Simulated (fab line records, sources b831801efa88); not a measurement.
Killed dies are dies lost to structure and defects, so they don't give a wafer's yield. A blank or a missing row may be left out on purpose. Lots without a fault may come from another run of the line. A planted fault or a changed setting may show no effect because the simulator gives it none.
fab line records | flow sky130 | part 1 of 2: steps 1 to 24 of 33
record lots=5 wafers=15 last_day=49
route steps=708 shown LOCAL_INTERCONNECT@392 CONTACT@406
lots that met no fault: from a run of the same line without faults
start_h: hours from the record's first day to the start of the lot's first wafer shown | wait_h: hours since the lot's step before | " the same as in the row above | L1.1+2: a row that stands for several wafers | - no value, or no start given | * or withheld: withheld | < > ~ a bound
route shown NAME@n: a module of which the file shows steps, and the number in the route of the first | usual: mean/standard deviation of fault-free wafers | same: alike in all rows | chamber/n: place in a boat | sites: the reading at each site | _std_site: their standard deviation | _edge_site: outer sites' mean less inner sites' | radius_mm: how far each site lies from the wafer's centre | mask NAME#n: copy n | behind: the tool/chamber that last shaped the wafer | hold: why the lot was held/for how many hours/how that ended | device: the transistor (n, p or np) that didn't switch | end of line: the same wafers' tests at the end of the route | a step without rows: its recipe alone | killed: dies lost to structure and defects at the first sort, not the wafer's yield | map: a wafer's dies, x killed, . not, _ none there
set.NAME: the setting as run; set.NAME@STEP: as run at that earlier step | model.NAME: the simulator's own value behind a step, which no gauge read
lots at some steps of the route; a table a step, a row a wafer
services: from which hour (start_h, from the record's first day; less than 0 if before it) a tool's chamber was out of use, for how many hours, and why
## steps
# step SKY_LOCAL_INTERCONNECT_COAT_05
# recipe resist=BARC temp_c=withheld time_s=withheld spin_rpm=3000 resist_thk_nm=60
# usual exhaust_pa=45.0/0.71
# columns lot.wafer tool chamber start_h wait_h exhaust_pa
L078.1 litho_track-01 0 730.51 0.1 44.1
L078.2 " 0 " " 44.9
L078.5 " 0 " " 44.8
L080.1 litho_track-01 0 745.72 0.1 44.1
L080.4 " 0 " " 45.2
L080.5 " 0 " " 44.7
L082.1 litho_track-02 0 755.42 0.1 45.8
L082.2 " 0 " " 44.1
L082.6 " 0 " " 45.7
L088.1 litho_track-02 0 810.02 0.1 44.9
L088.2 " 0 " " 45.7
L088.6 " 0 " " 45.8
L091.3 litho_track-01 0 826.07 0.1 45.9
L091.4 " 0 " " 44.8
L091.5 " 0 " " 44.9
# step SKY_LOCAL_INTERCONNECT_COAT_06
# recipe resist=KrF-thick spin_rpm=3000 resist_thk_nm=450
# usual exhaust_pa=45.0/0.87
# columns lot.wafer tool chamber start_h wait_h exhaust_pa
L078.1 litho_track-01 0 - - 43.6
L078.2 " 0 " " 45.2
L078.5 " 0 " " 44.7
L080.1 litho_track-01 0 - - 43.5
L080.4 " 0 " " 43.7
L080.5 " 0 " " 44.2
L082.1 litho_track-02 0 - - 46.1
L082.2 " 0 " " 45.5
L082.6 " 0 " " 46.2
L088.1 litho_track-02 0 - - 44.4
L088.2 " 0 " " 44.9
L088.6 " 0 " " 43.1
L091.3 litho_track-01 0 - - 44.0
L091.4 " 0 " " 44.5
L091.5 " 0 " " 43.2
# step SKY_LOCAL_INTERCONNECT_SOFTBAKE_07
# recipe temp_c=100 time_s=90 resist=KrF-thick
# usual exhaust_pa=44.9/0.98 heater_power_total_W=57.37/0.11
# columns lot.wafer tool chamber start_h wait_h exhaust_pa heater_power_total_W
L078.1 litho_track-01 0 - - 43.9 57.54
L078.2 " 0 " " 44.6 57.25
L078.5 " 0 " " 45.5 57.46
L080.1 litho_track-01 0 - - 44.3 57.46
L080.4 " 0 " " 42.7 57.55
L080.5 " 0 " " 43.5 57.50
L082.1 litho_track-02 0 - - 44.4 57.43
L082.2 " 0 " " 43.3 57.42
L082.6 " 0 " " 44.7 57.24
L088.1 litho_track-02 0 - - 46.2 57.33
L088.2 " 0 " " 43.5 57.45
L088.6 " 0 " " 44.9 57.42
L091.3 litho_track-01 0 - - 45.3 57.52
L091.4 " 0 " " 45.5 57.26
L091.5 " 0 " " 45.2 57.21
# step SKY_LOCAL_INTERCONNECT_EXPOSE_08
# recipe mask_id=LI1M na=0.8 source_shape=annular sigma_inner=0.55 sigma_outer=0.85 target_cd_nm=170 dose_mj=28
# usual exposure_dose_mJ_cm2=28.003/0.029
# columns lot.wafer tool chamber start_h wait_h mask exposure_dose_mJ_cm2
L078.1 krf_scanner-02 0 - - LI1M#0 27.976
L078.2 " 0 " " LI1M#0 28.015
L078.5 " 0 " " LI1M#0 27.973
L080.1 krf_scanner-01 0 - - LI1M#0 27.955
L080.4 " 0 " " LI1M#0 27.973
L080.5 " 0 " " LI1M#0 27.943
L082.1 krf_scanner-02 0 - - LI1M#0 28.039
L082.2 " 0 " " LI1M#0 28.047
L082.6 " 0 " " LI1M#0 28.001
L088.1 krf_scanner-01 0 - - LI1M#0 27.998
L088.2 " 0 " " LI1M#0 27.988
L088.6 " 0 " " LI1M#0 27.998
L091.3 krf_scanner-01 0 - - LI1M#0 27.979
L091.4 " 0 " " LI1M#0 28.034
L091.5 " 0 " " LI1M#0 27.948
# step SKY_LOCAL_INTERCONNECT_PEB_09
# recipe peb_temp_c=withheld peb_time_s=withheld resist=KrF-thick
# usual exhaust_pa=45.0/0.98
# columns lot.wafer tool chamber start_h wait_h exhaust_pa
L078.1 litho_track-01 0 - - 45.6
L078.2 " 0 " " 45.5
L078.5 " 0 " " 45.6
L080.1 litho_track-02 0 - - 44.9
L080.4 " 0 " " 46.3
L080.5 " 0 " " 43.5
L082.1 litho_track-01 0 - - 45.0
L082.2 " 0 " " 44.5
L082.6 " 0 " " 44.4
L088.1 litho_track-02 0 - - 45.1
L088.2 " 0 " " 45.1
L088.6 " 0 " " 44.7
L091.3 litho_track-02 0 - - 46.1
L091.4 " 0 " " 45.6
L091.5 " 0 " " 43.4
# step SKY_LOCAL_INTERCONNECT_DEVELOP_10
# recipe develop_time_s=60 resist=KrF-thick dev_temp_c=21
# usual developer_temp_C=21.00/0.095 exhaust_pa=45.1/0.93
# columns lot.wafer tool chamber start_h wait_h developer_temp_C exhaust_pa
L078.1 litho_track-01 0 - - 20.93 44.2
L078.2 " 0 " " 21.15 44.7
L078.5 " 0 " " 21.03 45.7
L080.1 litho_track-02 0 - - 21.02 44.9
L080.4 " 0 " " 20.95 44.4
L080.5 " 0 " " 21.18 45.0
L082.1 litho_track-01 0 - - 20.89 44.7
L082.2 " 0 " " 20.91 46.4
L082.6 " 0 " " 20.89 44.9
L088.1 litho_track-02 0 - - 21.14 43.6
L088.2 " 0 " " 20.96 44.3
L088.6 " 0 " " 21.09 43.7
L091.3 litho_track-02 0 - - 21.05 45.2
L091.4 " 0 " " 21.00 44.5
L091.5 " 0 " " 20.97 45.0
# step SKY_LOCAL_INTERCONNECT_CD_MEAS_11
# recipe target_cd_nm=170
# usual cd_nm=169.9/1.4
# columns lot.wafer tool chamber start_h wait_h cd_nm
L078.1 cd_sem-01 - 744.17 - 167.5
L078.2 " - " " 168.8
L078.5 " - " " 166.0
L080.1 cd_sem-02 - 759.92 - 170.4
L080.4 " - " " 170.7
L080.5 " - " " 170.3
L082.1 cd_sem-02 - 769.52 - 170.4
L082.2 " - " " 169.4
L082.6 " - " " 169.4
L088.1 cd_sem-01 - 823.22 - 171.7
L088.2 " - " " 171.3
L088.6 " - " " 171.4
L091.3 cd_sem-02 - 839.11 - 168.5
L091.4 " - " " 168.7
L091.5 " - " " 167.7
# step SKY_LOCAL_INTERCONNECT_OVL_MEAS_12
# usual LOCAL_INTERCONNECT_OVL=0/5.7
# columns lot.wafer tool chamber start_h wait_h LOCAL_INTERCONNECT_OVL[nm]
L078.1 overlay-01 - 744.29 0.1 2
L078.2 " - " " -2
L078.5 " - " " 7
L080.1 overlay-02 - 760.04 0.1 -3
L080.4 " - " " -4
L080.5 " - " " -4
L082.1 overlay-01 - 769.64 0.1 -9
L082.2 " - " " -5
L082.6 " - " " 3
L088.1 overlay-02 - 823.34 0.1 6
L088.2 " - " " 6
L088.6 " - " " 4
L091.3 overlay-02 - 839.20 0.1 -3
L091.4 " - " " 2
L091.5 " - " " 2
# step SKY_LOCAL_INTERCONNECT_ETCH_13
# recipe chemistry=N2/H2 target=BARC ion_energy_ev=200 bias_w=100 pressure_mtorr=30 n2_flow_sccm=100 h2_flow_sccm=200 icp_w=500 stop_on=SiO2 time_s=45.9 target_depth_a=600
# usual drypump_motor_current_A=6.2/0.36 oes_product_au=0.854/0.0048 throttle_valve_pct=13.223/0.0088
# columns lot.wafer tool chamber start_h wait_h drypump_motor_current_A oes_product_au rf_hours_counter_h throttle_valve_pct
L078.1 rie_metal-01 0 744.32 0.0 5.7 0.849 14 13.224
L078.2 " 1 " " 6.3 0.855 10 13.217
L078.5 " 1 " " 6.4 0.844 - 13.235
L080.1 rie_metal-02 1 760.08 0.0 6.5 0.850 1 13.220
L080.4 " 1 " " 6.4 0.855 - 13.230
L080.5 " 0 " " 5.9 0.849 - 13.217
L082.1 rie_metal-01 1 769.67 0.0 6.3 0.850 11 13.214
L082.2 " 1 " " 6.3 0.844 - 13.234
L082.6 " 1 " " 6.3 0.844 - 13.229
L088.1 rie_metal-03 1 823.38 0.0 6.7 0.852 12 13.223
L088.2 " 0 " " 5.9 0.859 2 13.210
L088.6 " 0 " " 5.9 0.855 - 13.249
L091.3 rie_metal-01 1 839.25 0.0 6.4 0.856 - 13.213
L091.4 " 0 " " 5.7 0.850 - 13.224
L091.5 " 1 " " 6.4 0.853 - 13.232
# step SKY_LOCAL_INTERCONNECT_METAL_ETCH_14
# recipe target_depth_nm=110 stop_on=PSG chemistry=Cl2/BCl3 target=TiN resist_sidewall_deg=88 pressure_mtorr=10 icp_w=900 bias_w=48.5 Cl2_flow_sccm=60 bcl3_flow_sccm=30 time_s=31.4
# usual drypump_motor_current_A=6.2/0.36 oes_product_au=0.943/0.0087 throttle_valve_pct=21.901/0.011
# columns lot.wafer tool chamber start_h wait_h drypump_motor_current_A oes_product_au rf_hours_counter_h throttle_valve_pct
L078.1 rie_metal-01 0 744.38 0.0 5.7 0.950 14 21.889
L078.2 " 1 " " 6.3 0.952 10 21.887
L078.5 " 1 " " 6.4 0.949 - 21.902
L080.1 rie_metal-02 1 760.14 0.0 6.4 0.940 1 21.900
L080.4 " 1 " " 6.4 0.936 - 21.901
L080.5 " 0 " " 5.8 0.951 - 21.898
L082.1 rie_metal-01 1 769.80 0.1 6.3 0.950 11 21.890
L082.2 " 1 " " 6.3 0.950 - 21.907
L082.6 " 1 " " 6.3 0.947 - 21.895
L088.1 rie_metal-03 1 823.44 0.0 6.7 0.946 12 21.897
L088.2 " 0 " " 5.9 0.950 2 21.898
L088.6 " 0 " " 5.9 0.950 - 21.891
L091.3 rie_metal-01 1 839.31 0.0 6.3 0.944 - 21.900
L091.4 " 0 " " 5.7 0.949 - 21.920
L091.5 " 1 " " 6.3 0.941 - 21.911
# step SKY_LOCAL_INTERCONNECT_STRIP_15
# recipe chemistry=O2/N2 power_w=1400 pressure_mtorr=1500 platen_temp_c=withheld o2_flow_sccm=3000 n2_flow_sccm=300 overash_fraction=0.5
# usual drypump_motor_current_A=5.8/0.51 oes_product_au=0.427/0.0048 strip_time_to_endpoint_s=4.729/0.02
# columns lot.wafer tool chamber start_h wait_h drypump_motor_current_A oes_product_au rf_hours_counter_h strip_time_to_endpoint_s
L078.1 plasma_asher-03 0 744.44 0.0 4.9 0.428 0 4.720
L078.2 " 1 " " 6.0 0.425 0 4.720
L078.5 " 0 " " 4.9 0.422 - 4.744
L080.1 plasma_asher-02 1 760.19 0.0 5.7 0.426 32 4.708
L080.4 " 0 " " 5.7 0.424 - 4.732
L080.5 " 0 " " 5.7 0.425 - 4.729
L082.1 plasma_asher-03 1 769.90 0.1 6.0 0.430 3 4.765
L082.2 " 0 " " 4.9 0.427 3 4.760
L082.6 " 0 " " 4.9 0.430 - 4.735
L088.1 plasma_asher-02 0 823.49 0.0 5.7 0.427 38 4.704
L088.2 " 1 " " 5.6 0.424 38 4.689
L088.6 " 0 " " 5.7 0.428 - 4.719
L091.3 plasma_asher-02 0 839.37 0.1 5.7 0.427 - 4.689
L091.4 " 1 " " 5.7 0.427 - 4.751
L091.5 " 0 " " 5.7 0.425 - 4.725
# step SKY_LOCAL_INTERCONNECT_STRIP_16
# recipe chemistry=post_etch_residue_remover time_s=1200 temp_c=72.5
# usual bath_guard_temp_C=72.4/0.42 temp_c=72.49/0.12
# columns lot.wafer tool chamber start_h wait_h bath_guard_temp_C temp_c
L078.1 wet_bench-02 0 744.54 0.1 71.4 72.39
L078.2 " 0 " " 71.5 72.50
L078.5 " 0 " " 71.4 72.51
L080.1 wet_bench-03 3 760.29 0.1 72.1 72.42
L080.4 " 3 " " 72.9 72.35
L080.5 " 3 " " 72.6 72.38
L082.1 wet_bench-02 2 770.00 0.1 72.7 72.62
L082.2 " 2 " " 72.7 72.38
L082.6 " 2 " " 72.7 72.50
L088.1 wet_bench-01 1 823.59 0.1 72.1 72.59
L088.2 " 1 " " 72.0 72.38
L088.6 " 1 " " 71.7 72.45
L091.3 wet_bench-01 3 839.44 0.0 72.2 72.45
L091.4 " 3 " " 72.2 72.48
L091.5 " 3 " " 72.2 72.33
# step SKY_LOCAL_INTERCONNECT_CLEAN_17
# recipe chemistry=IPA time_s=180 temp_c=25
# usual temp_c=25.00/0.099
# columns lot.wafer tool chamber start_h wait_h temp_c
L078.1 wet_bench-01 1 744.88 0.0 25.03
L078.2 " 1 " " 25.07
L078.5 " 1 " " 24.99
L080.1 wet_bench-02 2 760.63 0.0 24.88
L080.4 " 2 " " 25.10
L080.5 " 2 " " 25.08
L082.1 wet_bench-01 3 770.37 0.0 25.08
L082.2 " 3 " " 25.13
L082.6 " 3 " " 25.02
L088.1 wet_bench-03 1 823.96 0.0 25.07
L088.2 " 1 " " 25.13
L088.6 " 1 " " 25.13
L091.3 wet_bench-03 1 839.78 0.0 25.13
L091.4 " 1 " " 25.09
L091.5 " 1 " " 25.22
# step SKY_LOCAL_INTERCONNECT_CLEAN_18
# recipe chemistry=O3/DIW dry=n2_spin
# columns lot.wafer tool chamber start_h wait_h
L078.1+2+5 wet_bench-03 1 744.94 0.0
L080.1+4+5 wet_bench-01 3 760.70 0.0
L082.1+2+6 wet_bench-02 0 770.44 0.0
L088.1+2+6 wet_bench-02 3 824.03 0.0
L091.3+4+5 wet_bench-02 0 839.84 0.0
# step SKY_CONTACT_CVD_00
# recipe material=Si3N4 target_thk_nm=75 temp_c=400 time_s=withheld rf_w=450
# usual heater_power_w=738/100
# columns lot.wafer tool chamber start_h wait_h heater_power_w
L078.1 pecvd-04 1 745.04 0.0 716
L078.2 " 0 " " 905
L078.5 " 0 " " 889
L080.1 pecvd-01 0 760.79 0.0 768
L080.4 " 0 " " 767
L080.5 " 1 " " 780
L082.1 pecvd-01 1 770.53 0.0 801
L082.2 " 2 " " 540
L082.6 " 2 " " 531
L088.1 pecvd-04 2 824.12 0.0 866
L088.2 " 1 " " 719
L088.6 " 2 " " 878
L091.3 pecvd-01 0 839.93 0.0 682
L091.4 " 2 " " 603
L091.5 " 1 " " 732
# step SKY_CONTACT_THK_MEAS_01
# recipe reads=Si3N4_of_CONTACT_CVD_00
# usual CONTACT_CVD_00_THK=75.1/0.97
# columns lot.wafer tool chamber start_h wait_h CONTACT_CVD_00_THK[nm]
L078.1 film_metro-02 - 745.07 - 74.9
L078.2 " - " " 74.2
L078.5 " - " " 75.8
L080.1 film_metro-03 - 760.82 - 75.1
L080.4 " - " " 75.5
L080.5 " - " " 76.2
L082.1 film_metro-04 - 770.56 - 75.0
L082.2 " - " " 75.3
L082.6 " - " " 75.8
L088.1 film_metro-04 - 824.15 - 73.8
L088.2 " - " " 75.8
L088.6 " - " " 76.9
L091.3 film_metro-03 - 839.99 - 75.0
L091.4 " - " " 76.8
L091.5 " - " " 75.4
# step SKY_CONTACT_HDPCVD_02
# recipe material=SiO2 target_thk_nm=565 sigma_open_frac=0.3 time_s=94.2 temp_c=600 sih4_flow_sccm=60 pressure_mtorr=6
# columns lot.wafer tool chamber start_h wait_h
L078.1+2+5 hdpcvd-01 2,0,2 745.13 0.1
L080.1+4+5 hdpcvd-01 2,1,0 760.88 0.1
L082.1+2+6 hdpcvd-01 2,1,2 770.62 0.1
L088.1+2+6 hdpcvd-02 0,2,2 824.21 0.1
L091.3+4+5 hdpcvd-01 1,2,1 840.03 0.0
# step SKY_CONTACT_THK_MEAS_03
# recipe reads=SiO2_of_CONTACT_HDPCVD_02
# usual CONTACT_HDPCVD_THK=566/6.5
# columns lot.wafer tool chamber start_h wait_h CONTACT_HDPCVD_THK[nm]
L078.1 film_metro-04 - 745.20 0.0 561
L078.2 " - " " 560
L078.5 " - " " 563
L080.1 film_metro-04 - 760.95 0.0 555
L080.4 " - " " 559
L080.5 " - " " 559
L082.1 film_metro-03 - 770.72 0.1 560
L082.2 " - " " 563
L082.6 " - " " 560
L088.1 film_metro-02 - 824.28 0.0 571
L088.2 " - " " 570
L088.6 " - " " 570
L091.3 film_metro-04 - 840.12 0.1 557
L091.4 " - " " 559
L091.5 " - " " 562
# step SKY_CONTACT_CMP_04
# recipe material=SiO2 down_force_psi=4 platen_rpm=60 pad_velocity_m_s=0.94248
# usual motor_current_A=12.5/1.4 slurry_flow_ml_min=150.0/0.45 time_to_endpoint_s=85/4.3
# columns lot.wafer tool chamber start_h wait_h motor_current_A slurry_flow_ml_min time_to_endpoint_s
L078.2 cmp-02 3 745.31 0.1 11.4 150.8 87
L078.1 " 0 " " 13.9 150.2 87
L078.5 " 2 " " 11.4 149.8 87
L080.1 cmp-02 0 761.01 0.1 13.8 149.1 83
L080.4 " 3 " " 10.7 149.8 88
L080.5 " 0 " " 13.9 149.9 84
L082.2 cmp-02 0 770.88 0.1 14.7 149.5 80
L082.1 " 1 " " 12.0 150.3 77
L082.6 " 3 " " 11.3 150.2 80
L088.2 cmp-02 1 826.28 2.0 12.3 149.0 78
L088.1 " 2 " " 11.9 149.7 88
L088.6 " 0 " " 14.4 149.7 84
L091.4 cmp-02 1 840.21 0.1 11.8 150.1 78
L091.3 " 2 " " 12.0 149.1 80
L091.5 " 0 " " 14.6 149.4 82
# step SKY_CONTACT_BOW_MEAS_05
# recipe mode=bow
# usual CONTACT_BOW=83/7.1
# columns lot.wafer tool chamber start_h wait_h CONTACT_BOW[um]
L078.1 film_metro-02 - 745.56 0.1 87
L078.2 " - " " 73
L078.5 " - " " 78
L080.1 film_metro-04 - 761.31 0.2 71
L080.4 " - " " 89
L080.5 " - " " 81
L082.1 film_metro-03 - 771.08 0.1 78
L082.2 " - " " 79
L082.6 " - " " 92
L088.1 film_metro-04 - 826.48 0.1 85
L088.2 " - " " 80
L088.6 " - " " 86
L091.3 film_metro-02 - 840.50 0.2 79
L091.4 " - " " 91
L091.5 " - " " 76
# step SKY_CONTACT_DEHYDRATE_06
# recipe temp_c=200 time_s=60
# usual exhaust_pa=45.1/0.91 heater_power_total_W=160.38/0.13
# columns lot.wafer tool chamber start_h wait_h exhaust_pa heater_power_total_W
L078.1 litho_track-01 0 758.67 13.1 44.1 160.20
L078.2 " 0 " " 44.1 160.49
L078.5 " 0 " " 44.0 160.36
L080.1 litho_track-04 0 773.46 12.1 45.8 160.20
L080.4 " 0 " " 45.5 160.38
L080.5 " 0 " " 45.1 160.57
L082.1 litho_track-04 0 783.91 12.8 44.5 160.24
L082.2 " 0 " " 46.2 160.35
L082.6 " 0 " " 45.8 160.62
L088.1 litho_track-03 0 838.56 12.1 45.6 160.52
L088.2 " 0 " " 44.9 160.25
L088.6 " 0 " " 44.9 160.15
L091.3 litho_track-03 0 852.86 12.3 45.4 160.51
L091.4 " 0 " " 45.0 160.40
L091.5 " 0 " " 44.1 160.21
# step SKY_CONTACT_HMDS_07
# recipe prime_time_s=60 prime_temp_c=120
# usual exhaust_pa=45.1/1
# columns lot.wafer tool chamber start_h wait_h exhaust_pa
L078.1 litho_track-01 0 758.82 0.1 45.9
L078.2 " 0 " " 44.3
L078.5 " 0 " " 44.4
L080.1 litho_track-04 0 773.61 0.1 46.3
L080.4 " 0 " " 46.1
L080.5 " 0 " " 43.9
L082.1 litho_track-04 0 784.06 0.1 44.4
L082.2 " 0 " " 45.9
L082.6 " 0 " " 45.7
L088.1 litho_track-03 0 838.71 0.1 44.8
L088.2 " 0 " " 45.1
L088.6 " 0 " " 45.1
L091.3 litho_track-03 0 853.01 0.1 43.8
L091.4 " 0 " " 43.8
L091.5 " 0 " " 44.6
# step SKY_CONTACT_COAT_08
# recipe resist=BARC temp_c=withheld time_s=withheld spin_rpm=3000 resist_thk_nm=60
# usual exhaust_pa=45.1/0.88
# columns lot.wafer tool chamber start_h wait_h exhaust_pa
L078.1 litho_track-01 0 758.97 0.1 45.3
L078.2 " 0 " " 44.8
L078.5 " 0 " " 45.5
L080.1 litho_track-04 0 773.76 0.1 44.5
L080.4 " 0 " " 44.2
L080.5 " 0 " " 43.5
L082.1 litho_track-04 0 784.21 0.1 45.2
L082.2 " 0 " " 46.5
L082.6 " 0 " " 45.1
L088.1 litho_track-03 0 838.86 0.1 45.3
L088.2 " 0 " " 44.0
L088.6 " 0 " " 45.4
L091.3 litho_track-03 0 853.16 0.1 45.4
L091.4 " 0 " " 44.8
L091.5 " 0 " " 45.5
# step SKY_CONTACT_COAT_09
# recipe resist=KrF-thick spin_rpm=3000 resist_thk_nm=450
# usual exhaust_pa=45.1/0.82
# columns lot.wafer tool chamber start_h wait_h exhaust_pa
L078.1 litho_track-01 0 - - 45.2
L078.2 " 0 " " 45.0
L078.5 " 0 " " 45.9
L080.1 litho_track-04 0 - - 45.5
L080.4 " 0 " " 45.3
L080.5 " 0 " " 43.9
L082.1 litho_track-04 0 - - 44.3
L082.2 " 0 " " 44.7
L082.6 " 0 " " 45.0
L088.1 litho_track-03 0 - - 45.3
L088.2 " 0 " " 45.7
L088.6 " 0 " " 47.2
L091.3 litho_track-03 0 - - 46.5
L091.4 " 0 " " 47.8
L091.5 " 0 " " 46.7
